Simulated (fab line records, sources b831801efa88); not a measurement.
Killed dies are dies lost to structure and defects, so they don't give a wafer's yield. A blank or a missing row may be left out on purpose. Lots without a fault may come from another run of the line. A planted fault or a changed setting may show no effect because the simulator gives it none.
fab line records | flow sky130
record lots=14 wafers=42 last_day=50
route steps=708 shown LOCAL_INTERCONNECT@387
lots that met no fault: from a run of the same line without faults
start_h: hours from the record's first day to the start of the lot's first wafer shown | wait_h: hours since the lot's step before | " the same as in the row above | L1.1+2: a row that stands for several wafers | - no value, or no start given | * or withheld: withheld | < > ~ a bound
route shown NAME@n: a module of which the file shows steps, and the number in the route of the first | usual: mean/standard deviation of fault-free wafers | same: alike in all rows | chamber/n: place in a boat | sites: the reading at each site | _std_site: their standard deviation | _edge_site: outer sites' mean less inner sites' | radius_mm: how far each site lies from the wafer's centre | mask NAME#n: copy n | behind: the tool/chamber that last shaped the wafer | hold: why the lot was held/for how many hours/how that ended | device: the transistor (n, p or np) that didn't switch | end of line: the same wafers' tests at the end of the route | a step without rows: its recipe alone | killed: dies lost to structure and defects at the first sort, not the wafer's yield | map: a wafer's dies, x killed, . not, _ none there
set.NAME: the setting as run; set.NAME@STEP: as run at that earlier step | model.NAME: the simulator's own value behind a step, which no gauge read
steps of the route over a sample of lots; a table a step, a row a wafer
services: from which hour (start_h, from the record's first day; less than 0 if before it) a tool's chamber was out of use, for how many hours, and why
## steps
# step SKY_LOCAL_INTERCONNECT_SPUTTER_00
# recipe material=TiN target_thk_nm=100 temp_c=300 power_w=6500 time_s=83.3 chamber_pressure_pa=0.4
# usual throttle_valve_pct=29.8/1.1
# columns lot.wafer tool chamber start_h wait_h throttle_valve_pct
L465.2 pvd_sputter-02 - 677.85 0.1 30.6
L465.3 " - " " 31.9
L465.6 " - " " 30.4
L466.1 pvd_sputter-02 - 690.87 0.2 32.2
L466.5 " - " " 30.3
L466.6 " - " " 29.6
L468.1 pvd_sputter-04 - 698.42 0.1 28.8
L468.5 " - " " 30.9
L468.6 " - " " 27.6
L469.2 pvd_sputter-01 - 708.73 0.1 30.1
L469.4 " - " " 28.5
L469.6 " - " " 30.2
L470.1 pvd_sputter-01 - 756.47 0.1 30.3
L470.2 " - " " 28.8
L470.4 " - " " 29.9
L471.4 pvd_sputter-01 - 757.07 0.1 28.5
L471.5 " - " " 30.0
L471.6 " - " " 30.1
L475.1 pvd_sputter-04 - 768.72 0.2 29.0
L475.2 " - " " 31.1
L475.4 " - " " 27.7
L478.2 pvd_sputter-01 - 779.31 0.1 30.1
L478.3 " - " " 28.7
L478.6 " - " " 29.8
L482.2 pvd_sputter-04 - 844.84 0.2 29.0
L482.3 " - " " 31.1
L482.5 " - " " 29.0
L481.1 pvd_sputter-02 - 847.97 0.2 30.5
L481.3 " - " " 29.5
L481.4 " - " " 30.0
L484.1 pvd_sputter-04 - 849.09 0.2 30.8
L484.2 " - " " 28.7
L484.6 " - " " 29.0
L485.3 pvd_sputter-02 - 850.72 0.1 30.9
L485.4 " - " " 31.9
L485.6 " - " " 29.6
L483.1 pvd_sputter-04 - 852.07 0.1 27.8
L483.2 " - " " 30.9
L483.4 " - " " 29.1
L486.2 pvd_sputter-01 - 852.95 0.2 30.6
L486.4 " - " " 30.0
L486.5 " - " " 28.6
# step SKY_LOCAL_INTERCONNECT_RS_MEAS_01
# recipe thk_meas_gauge=four-point-probe reads=TiN_of_LOCAL_INTERCONNECT_SPUTTER_00
# usual LOCAL_INTERCONNECT_TIN_RS=14.05/0.17
# columns lot.wafer tool chamber start_h wait_h LOCAL_INTERCONNECT_TIN_RS[ohm/sq]
L465.2 film_metro-04 - 677.93 0.1 13.89
L465.3 " - " " 13.93
L465.6 " - " " 13.80
L466.1 film_metro-02 - 690.93 0.0 13.71
L466.5 " - " " 13.72
L466.6 " - " " 13.92
L468.1 film_metro-02 - 698.48 0.0 14.33
L468.5 " - " " 14.20
L468.6 " - " " 14.06
L469.2 film_metro-01 - 708.82 0.1 13.96
L469.4 " - " " 14.12
L469.6 " - " " 14.17
L470.1 film_metro-01 - 756.53 0.0 14.08
L470.2 " - " " 14.11
L470.4 " - " " 14.13
L471.4 film_metro-04 - 757.19 0.1 14.09
L471.5 " - " " 14.17
L471.6 " - " " 11.04
L475.1 film_metro-01 - 768.79 0.0 14.26
L475.2 " - " " 14.15
L475.4 " - " " 14.08
L478.2 film_metro-02 - 779.40 0.1 11.11
L478.3 " - " " 14.10
L478.6 " - " " 14.11
L482.2 film_metro-02 - 844.93 0.1 14.03
L482.3 " - " " 13.84
L482.5 " - " " 14.03
L481.1 film_metro-04 - 848.03 0.0 13.80
L481.3 " - " " 13.97
L481.4 " - " " 14.16
L484.1 film_metro-04 - 849.15 0.0 13.88
L484.2 " - " " 14.21
L484.6 " - " " 14.06
L485.3 film_metro-01 - 850.82 0.1 14.13
L485.4 " - " " 14.06
L485.6 " - " " 14.20
L483.1 film_metro-04 - 852.13 0.0 14.22
L483.2 " - " " 13.81
L483.4 " - " " 14.05
L486.2 film_metro-01 - 853.04 0.1 13.79
L486.4 " - " " 14.08
L486.5 " - " " 13.98
# step SKY_LOCAL_INTERCONNECT_THK_MEAS_02
# recipe thk_meas_gauge=xrf reads=TiN_of_LOCAL_INTERCONNECT_SPUTTER_00
# usual LOCAL_INTERCONNECT_TIN_THK=100.7/1.2
# columns lot.wafer tool chamber start_h wait_h LOCAL_INTERCONNECT_TIN_THK[nm]
L465.2 film_metro-04 - 678.04 0.1 101.6
L465.3 " - " " 101.1
L465.6 " - " " 102.5
L466.1 film_metro-02 - 691.05 0.1 102.7
L466.5 " - " " 102.6
L466.6 " - " " 101.2
L468.1 film_metro-02 - 698.60 0.1 98.7
L468.5 " - " " 99.6
L468.6 " - " " 100.8
L469.2 film_metro-01 - 708.93 0.1 100.9
L469.4 " - " " 100.6
L469.6 " - " " 99.9
L470.1 film_metro-01 - 756.65 0.1 100.6
L470.2 " - " " 100.1
L470.4 " - " " 99.7
L471.4 film_metro-04 - 757.28 0.1 100.5
L471.5 " - " " 100.2
L471.6 " - " " 126.9
L475.1 film_metro-01 - 768.91 0.1 98.8
L475.2 " - " " 100.0
L475.4 " - " " 100.2
L478.2 film_metro-02 - 779.51 0.1 126.8
L478.3 " - " " 100.9
L478.6 " - " " 100.6
L482.2 film_metro-02 - 845.04 0.1 101.4
L482.3 " - " " 102.4
L482.5 " - " " 100.8
L481.1 film_metro-04 - 848.15 0.1 102.5
L481.3 " - " " 100.8
L481.4 " - " " 99.3
L484.1 film_metro-04 - 849.27 0.1 101.9
L484.2 " - " " 99.6
L484.6 " - " " 100.1
L485.3 film_metro-01 - 850.92 0.1 99.7
L485.4 " - " " 100.6
L485.6 " - " " 99.2
L483.1 film_metro-04 - 852.25 0.1 99.6
L483.2 " - " " 102.4
L483.4 " - " " 101.3
L486.2 film_metro-01 - 853.15 0.1 102.2
L486.4 " - " " 100.2
L486.5 " - " " 101.0
# step SKY_LOCAL_INTERCONNECT_METAL_ETCH_14
# recipe target_depth_nm=110 stop_on=PSG chemistry=Cl2/BCl3 target=TiN resist_sidewall_deg=88 pressure_mtorr=10 icp_w=900 bias_w=48.5 Cl2_flow_sccm=60 bcl3_flow_sccm=30 time_s=31.4
# usual chamber_pressure_mTorr=9.999/0.0091 drypump_motor_current_A=5.4/0.46 oes_product_au=0.945/0.0077 throttle_valve_pct=21.899/0.009
# columns lot.wafer tool chamber start_h wait_h chamber_pressure_mTorr drypump_motor_current_A oes_product_au rf_hours_counter_h throttle_valve_pct
L465.2 rie_metal-01 1 706.57 0.0 10.015 5.3 0.946 8 21.905
L465.3 " 1 " " 10.018 5.3 0.944 - 21.872
L465.6 " 0 " " 10.002 4.7 0.955 - 21.884
L466.1 rie_metal-04 1 719.42 0.0 10.000 6.3 0.950 12 21.882
L466.5 " 0 " " 9.999 5.3 0.957 - 21.896
L466.6 " 1 " " 9.998 6.3 0.952 - 21.877
L468.1 rie_metal-02 0 726.34 0.1 9.992 5.5 0.929 5 21.899
L468.5 " 0 " " 9.995 5.6 0.945 - 21.913
L468.6 " 0 " " 10.001 5.6 0.952 - 21.898
L469.2 rie_metal-02 0 736.10 0.1 10.011 5.6 0.942 - 21.900
L469.4 " 0 " " 10.007 5.5 0.947 - 21.913
L469.6 " 0 " " 10.010 5.6 0.937 - 21.898
L470.1 rie_metal-02 1 783.57 0.0 10.008 5.4 0.946 1 21.903
L470.2 " 0 " " 9.999 5.6 0.955 7 21.903
L470.4 " 1 " " 9.994 5.4 0.929 - 21.904
L471.4 rie_metal-04 1 784.88 0.0 9.984 6.2 0.948 - 21.890
L471.5 " 1 " " 9.993 6.2 0.936 - 21.903
L471.6 " 0 " " 10.000 5.3 0.989 - 21.876
L475.1 rie_metal-01 0 795.67 0.0 9.991 4.7 0.935 5 21.903
L475.2 " 1 " " 9.993 5.3 0.937 10 21.886
L475.4 " 0 " " 9.990 4.6 0.938 - 21.896
L478.2 rie_metal-02 1 805.87 0.0 9.995 5.4 0.972 2 21.867
L478.3 " 0 " " 10.001 5.5 0.945 - 21.902
L478.6 " 0 " " 9.985 5.6 0.949 - 21.905
L482.2 rie_metal-04 1 871.17 0.0 10.012 6.3 0.942 18 21.898
L482.3 " 0 " " 10.000 5.3 0.950 - 21.896
L482.5 " 1 " " 9.984 6.3 0.948 - 21.898
L481.1 rie_metal-04 0 872.78 0.1 10.002 5.3 0.950 2 21.889
L481.3 " 0 " " 10.006 5.3 0.950 - 21.882
L481.4 " 0 " " 9.975 5.3 0.933 - 21.893
L484.1 rie_metal-01 1 874.67 0.0 10.016 5.3 0.955 13 21.900
L484.2 " 0 " " 10.002 4.7 0.938 8 21.909
L484.6 " 0 " " 10.009 4.7 0.939 - 21.889
L485.3 rie_metal-04 0 877.57 0.1 9.988 5.3 0.942 - 21.901
L485.4 " 0 " " 9.978 5.3 0.947 - 21.891
L485.6 " 0 " " 9.995 5.3 0.935 - 21.891
L483.1 rie_metal-01 0 878.17 0.0 9.985 4.7 0.934 8 21.904
L483.2 " 1 " " 9.990 5.3 0.955 14 21.901
L483.4 " 1 " " 9.995 5.3 0.946 - 21.902
L486.2 rie_metal-02 1 878.80 0.0 9.998 5.4 0.956 5 21.896
L486.4 " 1 " " 9.992 5.4 0.951 - 21.898
L486.5 " 0 " " 10.000 5.6 0.951 - 21.913
## services
# columns tool chamber start_h hours kind
pvd_sputter-01 - 658.93 0.5 repair
rie_metal-01 - 661.92 14.6 pm
pvd_sputter-01 2 686.40 - consumable_replace:kit
pvd_sputter-01 2 686.40 18.0 scheduled_down
pvd_sputter-01 2 686.40 18.0 vent_cycle
pvd_sputter-04 - 718.09 1.4 repair
rie_metal-02 1 723.35 - clean
rie_metal-02 1 723.35 21.4 scheduled_down
rie_metal-02 1 723.35 21.4 vent_cycle
pvd_sputter-01 - 725.76 3.8 repair
rie_metal-04 1 741.73 2.8 repair
pvd_sputter-01 - 745.01 1.6 repair
pvd_sputter-04 - 754.84 5.1 repair
pvd_sputter-02 - 778.47 1.8 repair
rie_metal-04 0 792.11 - clean
rie_metal-04 0 792.11 23.3 scheduled_down
rie_metal-04 0 792.11 23.3 vent_cycle
pvd_sputter-01 - 825.82 1.7 repair
rie_metal-04 1 872.64 - clean
rie_metal-04 1 872.64 22.8 scheduled_down
rie_metal-04 1 872.64 22.8 vent_cycle
pvd_sputter-04 1 878.62 - consumable_replace:kit
pvd_sputter-04 1 878.62 18.0 scheduled_down
pvd_sputter-04 1 878.62 18.0 vent_cycle
## key
first_sign step=SKY_LOCAL_INTERCONNECT_RS_MEAS_01 reading=LOCAL_INTERCONNECT_TIN_RS direction=down sigmas=18 usual=14.05 struck=11.08
effect step=SKY_LOCAL_INTERCONNECT_THK_MEAS_02 reading=LOCAL_INTERCONNECT_TIN_THK direction=up sigmas=22 usual=100.7 struck=126.8
effect step=SKY_LOCAL_INTERCONNECT_METAL_ETCH_14 reading=oes_product_au direction=up sigmas=4.7 usual=0.945 struck=0.981
met_at SKY_LOCAL_INTERCONNECT_SPUTTER_00
struck_lots L471,L478
struck_wafers L471.6,L478.2
later_rows_left_out L471.6,L478.2
sort_left_out L471.6,L478.2
tester_left_out L471,L478
onset_between 756.47 757.07
fault kind=process_parameter_drift tool=pvd_sputter-01 chamber=- onset_h=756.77 steps=SKY_LOCAL_INTERCONNECT_SPUTTER_00 channel=time_s offset=* shape=step end_h=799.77 acts_in=* stated=* scope=struck_wafers_only
# tester_left_out: of these lots the tester's yield and bins aren't shown, on N5 and GAA mostly nor the transistor test; their killed dies are dies lost to structure and defects alone, not to doping, threshold or leakage, so they don't give the yield
# sort_left_out: the simulated sort isn't trusted on such a fault, so these wafers' sort isn't shown, and their yield isn't known
# later_rows_left_out: the simulator's readings of these wafers behind a module that went badly wrong aren't trusted and aren't shown, but for the sort
